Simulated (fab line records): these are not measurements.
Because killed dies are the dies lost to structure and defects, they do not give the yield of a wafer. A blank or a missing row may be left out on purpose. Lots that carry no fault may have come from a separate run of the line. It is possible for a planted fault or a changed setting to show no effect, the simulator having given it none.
fab line records | flow sfq_line
record: lots: 5 | wafers: 15 | last_day: 75
route steps=325 shown I2@110 M3@118
lots with no fault: from the same line, run without faults
start_h: start of the lot's first displayed wafer, in hours after the record's first day | wait_h: time in hours since the lot's previous step | " as in the row above | L1.1+2: several wafers, shown together as one row | - no value present, or no start provided | * or withheld: withheld | < > ~ a bound
route shown NAME@n: a module of which the file shows steps, and the number in the route of the first | usual: mean and standard deviation over wafers with no fault | same: alike in all rows | chamber/n: place in a boat | sites: each site's reading | _std_site: how widely they spread, as a standard deviation | _edge_site: outer sites' mean less inner sites' | radius_mm: for every site, how far away it sits from the centre of the wafer | mask NAME#n: copy n | behind: the tool/chamber that last shaped the wafer | hold: cause of the lot's hold/its duration in hours/its outcome | device: the n, p or np transistor that did not switch | end of line: the route-end tests of the same wafers | step lacking rows: just its recipe | killed: the dies lost at the first sort to structure and to defects; this is not the yield of the wafer | map: dies across one wafer; x = killed, . = not, _ = none there
set.NAME: the setting the step ran with; set.NAME@STEP: the setting that earlier step ran with | model.NAME: the simulator's own value behind a step, which no gauge read
lots at some steps of the route; a table a step, a row a wafer
services: when a tool's chamber went out of use (start_h, in hours from the record's first day, below 0 if earlier), for how many hours, and the reason
== steps ==
step: SFQ_TRILAYER_I2_VIA_LITHO_EXPOSE_068
recipe: mask_id: I2 | na: 0.6 | source_shape: conventional | sigma_outer: 0.65 | target_cd_nm: 500 | dose_mj: 21.3
step: SFQ_TRILAYER_I2_VIA_LITHO_PEB_070
recipe: peb_temp_c: 115 | peb_time_s: 60 | resist: KrF
step: SFQ_TRILAYER_I2_VIA_LITHO_DEVELOP_069
recipe: time_s: 60 | resist: KrF
step: SFQ_I2_OVL_MEAS_918
usual: I2_OVL: 2/5.8
lot.wafer | tool       | chamber | start_h | wait_h | I2_OVL[nm]
L738.2    | overlay-01 | -       | 619.80  | 0.1    | 6
L738.4    | "          | -       | "       | "      | 12
L738.5    | "          | -       | "       | "      | 7
L745.2    | overlay-02 | -       | 709.34  | 0.1    | -3
L745.3    | "          | -       | "       | "      | -2
L745.4    | "          | -       | "       | "      | 2
L753.1    | overlay-02 | -       | 795.33  | 0.1    | 3
L753.3    | "          | -       | "       | "      | -3
L753.6    | "          | -       | "       | "      | -2
L756.2    | overlay-02 | -       | 822.79  | 0.1    | 5
L756.4    | "          | -       | "       | "      | 2
L756.5    | "          | -       | "       | "      | 3
L758.4    | overlay-01 | -       | 846.81  | 0.1    | 2
L758.5    | "          | -       | "       | "      | 6
L758.6    | "          | -       | "       | "      | 2
step: SFQ_TRILAYER_I2_VIA_BARC_OPEN_VIA_ETCH_096
recipe: mask_material: PR | chemistry: O2 | target_depth_nm: 125 | target: BARC | source_w: 500 | bias_w: 80 | pressure_mtorr: 30 | time_s: 41.7
usual: drypump_motor_current_A: 5.5/0.39 | oes_product_au: 0.685/0.005
lot.wafer | tool        | chamber | start_h | wait_h | drypump_motor_current_A | oes_product_au | rf_hours_counter_h
L738.2    | rie_diel-04 | 3       | 619.83  | 0.0    | 4.9                     | 0.699          | 2
L738.4    | "           | 1       | "       | "      | 5.8                     | 0.680          | 79
L738.5    | "           | 2       | "       | "      | 5.3                     | 0.693          | -
L745.2    | rie_diel-04 | 1       | 709.37  | 0.0    | 5.8                     | 0.689          | 2
L745.3    | "           | 2       | "       | "      | 5.3                     | 0.688          | 28
L745.4    | "           | 0       | "       | "      | 5.0                     | 0.688          | -
L753.1    | rie_diel-02 | 0       | 795.37  | 0.0    | 5.7                     | 0.684          | 1
L753.3    | "           | 3       | "       | "      | 6.0                     | 0.686          | 12
L753.6    | "           | 3       | "       | "      | 6.0                     | 0.692          | -
L756.2    | rie_diel-03 | 0       | 822.82  | 0.0    | 6.0                     | 0.679          | 3
L756.4    | "           | 3       | "       | "      | 6.2                     | 0.693          | 2
L756.5    | "           | 0       | "       | "      | 6.0                     | 0.686          | -
L758.4    | rie_diel-04 | 2       | 846.84  | 0.0    | 5.4                     | 0.680          | -
L758.5    | "           | 3       | "       | "      | 4.9                     | 0.684          | -
L758.6    | "           | 1       | "       | "      | 5.8                     | 0.683          | -
step: SFQ_TRILAYER_I2_VIA_ETCH_VIA_ETCH_070
recipe: target: SiO2 | stop_on: Nb | mask_material: PR | taper_deg: 20 | chemistry: CHF3 | target_depth_nm: 260 | source_w: 500 | bias_w: 80 | pressure_mtorr: 30 | time_s: withheld
usual: drypump_motor_current_A: 5.5/0.39 | oes_product_au: 0.855/0.0049
lot.wafer | tool        | chamber | start_h | wait_h | drypump_motor_current_A | oes_product_au
L738.2    | rie_diel-04 | 3       | 619.86  | 0.0    | 4.9                     | 0.853
L738.4    | "           | 1       | "       | "      | 5.8                     | 0.852
L738.5    | "           | 2       | "       | "      | 5.4                     | 0.863
L745.2    | rie_diel-04 | 1       | 709.41  | 0.0    | 5.8                     | 0.846
L745.3    | "           | 2       | "       | "      | 5.3                     | 0.852
L745.4    | "           | 0       | "       | "      | 5.0                     | 0.849
L753.1    | rie_diel-02 | 0       | 795.41  | 0.0    | 5.8                     | 0.857
L753.3    | "           | 3       | "       | "      | 6.0                     | 0.858
L753.6    | "           | 3       | "       | "      | 6.0                     | 0.852
L756.2    | rie_diel-03 | 0       | 822.86  | 0.0    | 6.0                     | 0.852
L756.4    | "           | 3       | "       | "      | 6.2                     | 0.852
L756.5    | "           | 0       | "       | "      | 6.0                     | 0.853
L758.4    | rie_diel-04 | 2       | 846.92  | 0.1    | 5.4                     | 0.853
L758.5    | "           | 3       | "       | "      | 4.9                     | 0.858
L758.6    | "           | 1       | "       | "      | 5.8                     | 0.847
step: SFQ_TRILAYER_I2_VIA_STRIP_STRIP_071
recipe: gas: O2 | power_w: 200 | platen_temp_c: 40 | overash_fraction: 0.65 | chemistry: O2 | pressure_mtorr: 50
usual: drypump_motor_current_A: 5.9/0.34 | oes_product_au: 0.996/0.0092
lot.wafer | tool         | chamber | start_h | wait_h | drypump_motor_current_A | oes_product_au | rf_hours_counter_h
L738.2    | rie_metal-02 | 1       | 619.98  | -      | 6.2                     | 1.008          | 50
L738.4    | "            | 1       | "       | "      | 6.2                     | 0.999          | -
L738.5    | "            | 0       | "       | "      | 5.6                     | 0.994          | -
L745.2    | rie_metal-02 | 1       | 709.53  | -      | 6.2                     | 0.997          | 67
L745.3    | "            | 0       | "       | "      | 5.6                     | 1.005          | -
L745.4    | "            | 1       | "       | "      | 6.2                     | 0.988          | -
L753.1    | rie_metal-04 | 0       | 795.52  | -      | 6.4                     | 0.998          | 82
L753.3    | "            | 1       | "       | "      | 5.5                     | 0.996          | -
L753.6    | "            | 0       | "       | "      | 6.4                     | 0.999          | -
L756.2    | rie_metal-01 | 1       | 822.98  | -      | 5.9                     | 0.984          | 126
L756.4    | "            | 0       | "       | "      | 5.8                     | 1.004          | -
L756.5    | "            | 1       | "       | "      | 5.8                     | 0.982          | -
L758.4    | rie_metal-04 | 1       | 847.18  | -      | 5.5                     | 0.998          | -
L758.5    | "            | 1       | "       | "      | 5.4                     | 1.003          | -
L758.6    | "            | 0       | "       | "      | 6.4                     | 1.014          | -
step: SFQ_TRILAYER_I2_VIA_STRIP_SOLV_CLEAN_072
recipe: chemistry: NMP | temp_c: 70 | time_s: 600
step: SFQ_TRILAYER_M3_DEP_PRE_CLEAN_074
recipe: gas: Ar | time_s: 22.5 | bias_v: 250
step: SFQ_TRILAYER_M3_DEP_SPUTTER_073
recipe: material: Nb | base_pressure_pa: 1.33e-06 | chamber_pressure_pa: 0.1333 | substrate_temp_c: 20 | resputter_cathode_voltage_v: 400 | target_thk_nm: 200 | power_w: 2000 | time_s: 133.3
usual: resputter_cathode_voltage_v: 400/3.7 | throttle_valve_pct: 30.6/0.99
lot.wafer | tool           | chamber | start_h | wait_h | resputter_cathode_voltage_v | throttle_valve_pct
L738.2    | pvd_sputter-05 | -       | 620.78  | 0.0    | 398                         | 30.8
L738.4    | "              | -       | "       | "      | 402                         | 31.2
L738.5    | "              | -       | "       | "      | 399                         | 30.1
L745.2    | pvd_sputter-06 | -       | 710.33  | 0.0    | 396                         | 31.0
L745.3    | "              | -       | "       | "      | 399                         | 31.3
L745.4    | "              | -       | "       | "      | 403                         | 32.4
L753.1    | pvd_sputter-06 | -       | 796.34  | 0.0    | 400                         | 32.1
L753.3    | "              | -       | "       | "      | 393                         | 31.3
L753.6    | "              | -       | "       | "      | 399                         | 32.3
L756.2    | pvd_sputter-06 | -       | 823.78  | 0.0    | 401                         | 32.4
L756.4    | "              | -       | "       | "      | 403                         | 31.3
L756.5    | "              | -       | "       | "      | 402                         | 30.9
L758.4    | pvd_sputter-06 | -       | 847.78  | 0.0    | 397                         | 31.1
L758.5    | "              | -       | "       | "      | 402                         | 32.5
L758.6    | "              | -       | "       | "      | 396                         | 31.5
step: SFQ_M3_RS_MEAS_919
recipe: thk_meas_gauge: four-point-probe | reads: Nb_of_TRILAYER_M3_DEP_SPUTTER_073
usual: M3_NB_RS: 0.890/0.0095
lot.wafer | tool          | chamber | start_h | wait_h | M3_NB_RS[ohm/sq]
L738.2    | film_metro-01 | -       | 620.89  | 0.1    | 0.901
L738.4    | "             | -       | "       | "      | 0.887
L738.5    | "             | -       | "       | "      | 0.888
L745.2    | film_metro-04 | -       | 710.44  | 0.1    | 0.887
L745.3    | "             | -       | "       | "      | 0.874
L745.4    | "             | -       | "       | "      | 0.874
L753.1    | film_metro-02 | -       | 796.43  | 0.0    | 0.895
L753.3    | "             | -       | "       | "      | 0.898
L753.6    | "             | -       | "       | "      | 0.883
L756.2    | film_metro-02 | -       | 823.89  | 0.1    | 0.884
L756.4    | "             | -       | "       | "      | 0.893
L756.5    | "             | -       | "       | "      | 0.892
L758.4    | film_metro-04 | -       | 847.93  | 0.1    | 0.883
L758.5    | "             | -       | "       | "      | 0.875
L758.6    | "             | -       | "       | "      | 0.885
step: SFQ_TRILAYER_M3_LITHO_COAT_080
recipe: resist: BARC | spin_rpm: 3000 | resist_thk_nm: 62
lot.wafer | tool           | chamber | start_h | wait_h | model.BARC_of_TRILAYER_M3_LITHO_COAT_080.thk_nm
L738.2    | litho_track-02 | 0       | 621.10  | 0.1    | 61.94
L738.4    | "              | 0       | "       | "      | 61.77
L738.5    | "              | 0       | "       | "      | 61.78
L745.2    | litho_track-04 | 0       | 710.65  | 0.1    | 62.06
L745.3    | "              | 0       | "       | "      | 61.95
L745.4    | "              | 0       | "       | "      | 61.94
L753.1    | litho_track-04 | 0       | 796.61  | 0.1    | 60.22
L753.3    | "              | 0       | "       | "      | 60.25
L753.6    | "              | 0       | "       | "      | 60.06
L756.2+4  | litho_track-02 | 0       | 824.10  | 0.1    | 61.78
L756.5    | "              | 0       | "       | "      | 61.94
L758.4    | litho_track-03 | 0       | 848.20  | 0.2    | 62.01
L758.5    | "              | 0       | "       | "      | 61.93
L758.6    | "              | 0       | "       | "      | 62.03
step: SFQ_TRILAYER_M3_LITHO_COAT_075
recipe: resist: KrF | spin_rpm: 3000 | resist_thk_nm: 600
step: SFQ_TRILAYER_M3_LITHO_SOFTBAKE_079
recipe: temp_c: withheld | time_s: withheld | resist: KrF
step: SFQ_TRILAYER_M3_LITHO_EXPOSE_076
recipe: mask_id: M3 | na: 0.6 | source_shape: conventional | sigma_outer: 0.65 | target_cd_nm: 500 | dose_mj: 14.4
step: SFQ_TRILAYER_M3_LITHO_PEB_078
recipe: peb_temp_c: 115 | peb_time_s: 60 | resist: KrF
step: SFQ_TRILAYER_M3_LITHO_DEVELOP_077
recipe: time_s: 60 | resist: KrF
step: SFQ_M3_OVL_MEAS_921
usual: M3_OVL: -1/6.6
lot.wafer | tool       | chamber | start_h | wait_h | M3_OVL[nm]
L738.2    | overlay-01 | -       | 686.22  | 0.1    | -12
L738.4    | "          | -       | "       | "      | -6
L738.5    | "          | -       | "       | "      | -6
L745.2    | overlay-01 | -       | 768.54  | 0.1    | -6
L745.3    | "          | -       | "       | "      | -3
L745.4    | "          | -       | "       | "      | 3
L753.1    | overlay-02 | -       | 852.63  | 0.1    | 1
L753.3    | "          | -       | "       | "      | 6
L753.6    | "          | -       | "       | "      | 9
L756.2    | overlay-02 | -       | 877.32  | 0.1    | -11
L756.4    | "          | -       | "       | "      | 1
L756.5    | "          | -       | "       | "      | -8
L758.4    | overlay-02 | -       | 907.88  | 0.1    | -4
L758.5    | "          | -       | "       | "      | -8
L758.6    | "          | -       | "       | "      | -8
step: SFQ_TRILAYER_M3_BARC_OPEN_METAL_ETCH_100
recipe: mask_material: PR | chemistry: O2 | target_depth_nm: 125 | target: BARC | icp_w: 600 | bias_w: 80 | pressure_mtorr: 10 | time_s: 41.7
usual: drypump_motor_current_A: 5.9/0.33 | oes_product_au: 0.685/0.0051
lot.wafer | tool         | chamber | start_h | wait_h | drypump_motor_current_A | oes_product_au | rf_hours_counter_h | model.etch.depth_nm
L738.2    | rie_metal-04 | 1       | 686.25  | 0.0    | 5.4                     | 0.694          | 23                 | 61.94
L738.4    | "            | 1       | "       | "      | 5.4                     | 0.688          | -                  | 61.77
L738.5    | "            | 1       | "       | "      | 5.4                     | 0.678          | -                  | 61.78
L745.2    | rie_metal-03 | 0       | 768.57  | 0.0    | 5.9                     | 0.688          | 0                  | 62.06
L745.3    | "            | 1       | "       | "      | 6.0                     | 0.690          | -                  | 61.95
L745.4    | "            | 0       | "       | "      | 5.9                     | 0.688          | -                  | 61.94
L753.1    | rie_metal-02 | 1       | 852.67  | 0.0    | 6.2                     | 0.683          | 94                 | 60.22
L753.3    | "            | 1       | "       | "      | 6.2                     | 0.676          | -                  | 60.25
L753.6    | "            | 1       | "       | "      | 6.3                     | 0.679          | -                  | 60.06
L756.2    | rie_metal-02 | 0       | 877.35  | 0.0    | 5.6                     | 0.683          | 126                | 61.78
L756.4    | "            | 0       | "       | "      | 5.6                     | 0.680          | -                  | 61.78
L756.5    | "            | 1       | "       | "      | 6.3                     | 0.685          | -                  | 61.94
L758.4    | rie_metal-03 | 0       | 907.92  | 0.0    | 5.8                     | 0.683          | -                  | 62.01
L758.5    | "            | 0       | "       | "      | 5.9                     | 0.691          | -                  | 61.93
L758.6    | "            | 1       | "       | "      | 6.0                     | 0.683          | -                  | 62.03
step: SFQ_TRILAYER_M3_ETCH_METAL_ETCH_078
recipe: target: Nb | stop_on: SiO2 | mask_material: PR | chemistry: Cl2/Ar | target_depth_nm: 240 | icp_w: 600 | bias_w: 80 | pressure_mtorr: 10 | time_s: 120
usual: drypump_motor_current_A: 5.9/0.34 | oes_product_au: 0.894/0.0072
lot.wafer | tool         | chamber | start_h | wait_h | drypump_motor_current_A | oes_product_au | rf_hours_counter_h
L738.2    | rie_metal-04 | 1       | 686.31  | 0.0    | 5.4                     | 0.891          | 23
L738.4    | "            | 1       | "       | "      | 5.4                     | 0.897          | -
L738.5    | "            | 1       | "       | "      | 5.4                     | 0.900          | -
L745.2    | rie_metal-03 | 0       | 768.63  | 0.0    | 5.9                     | 0.888          | 0
L745.3    | "            | 1       | "       | "      | 5.9                     | 0.904          | -
L745.4    | "            | 0       | "       | "      | 5.9                     | 0.906          | -
L753.1    | rie_metal-02 | 1       | 852.73  | 0.0    | 6.3                     | 0.893          | 94
L753.3    | "            | 1       | "       | "      | 6.2                     | 0.892          | -
L753.6    | "            | 1       | "       | "      | 6.2                     | 0.895          | -
L756.2    | rie_metal-02 | 0       | 877.41  | 0.0    | 5.6                     | 0.901          | 126
L756.4    | "            | 0       | "       | "      | 5.6                     | 0.888          | -
L756.5    | "            | 1       | "       | "      | 6.2                     | 0.892          | -
L758.4    | rie_metal-03 | 0       | 908.00  | 0.1    | 5.8                     | 0.900          | -
L758.5    | "            | 0       | "       | "      | 5.8                     | 0.903          | -
L758.6    | "            | 1       | "       | "      | 6.0                     | 0.889          | -
== services ==
tool           | chamber | start_h | hours | kind
pvd_sputter-06 | -       | 616.03  | 2.8   | repair
rie_diel-03    | -       | 620.85  | 15.6  | pm
rie_diel-04    | 3       | 622.18  | 107.6 | repair
rie_diel-03    | 2       | 644.45  | 2.7   | repair
rie_diel-03    | 3       | 646.45  | 7.1   | repair
rie_diel-04    | -       | 653.88  | 0.6   | repair
rie_diel-02    | 1       | 663.58  | 6.0   | repair
rie_diel-03    | 3       | 686.55  | 18.3  | repair
rie_diel-03    | 1       | 686.80  | 5.1   | repair
rie_diel-04    | 0       | 692.51  | 5.2   | repair
rie_diel-02    | 3       | 695.10  | 1.7   | repair
rie_diel-02    | 2       | 698.29  | 11.8  | repair
rie_metal-03   | 1       | 735.50  | 4.4   | repair
rie_metal-04   | 1       | 756.50  | 11.4  | repair
rie_diel-02    | 3       | 762.68  | 6.5   | repair
rie_metal-04   | -       | 768.89  | 1.1   | repair
rie_diel-04    | 0       | 772.96  | 9.5   | repair
rie_diel-04    | 2       | 803.85  | 3.6   | repair
pvd_sputter-06 | -       | 829.98  | 2.5   | repair
rie_diel-04    | 0       | 836.30  | 12.3  | repair
rie_metal-04   | 1       | 857.93  | 4.7   | repair
rie_diel-04    | 1       | 858.25  | 4.2   | repair
pvd_sputter-06 | -       | 891.68  | 10.4  | repair
rie_diel-04    | 0       | 905.82  | 5.4   | repair
== key ==
first_sign none at tools or gauges
model_effect: step: SFQ_TRILAYER_M3_LITHO_COAT_080 | value: BARC_of_TRILAYER_M3_LITHO_COAT_080.thk_nm | without: 62.24 | struck: 60.18
model_effect: step: SFQ_TRILAYER_M3_BARC_OPEN_METAL_ETCH_100 | value: etch.depth_nm | without: 62.24 | struck: 60.18
met_at SFQ_TRILAYER_M3_LITHO_COAT_080
struck_wafers L753.1,L753.3,L753.6
onset_between 710.65 796.61
also_fits SFQ_TRILAYER_I2_VIA_BARC_OPEN_VIA_ETCH_096:rie_diel-02,SFQ_TRILAYER_I2_VIA_ETCH_VIA_ETCH_070:rie_diel-02
fault: kind: process_parameter_drift | tool: litho_track-04 | chamber: - | onset_h: 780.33 | steps: SFQ_TRILAYER_M3_LITHO_COAT_080 | channel: resist_thk_nm | offset: -2.0533 | shape: step | end_h: 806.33 | acts_in: these_recipes_only | stated: 62
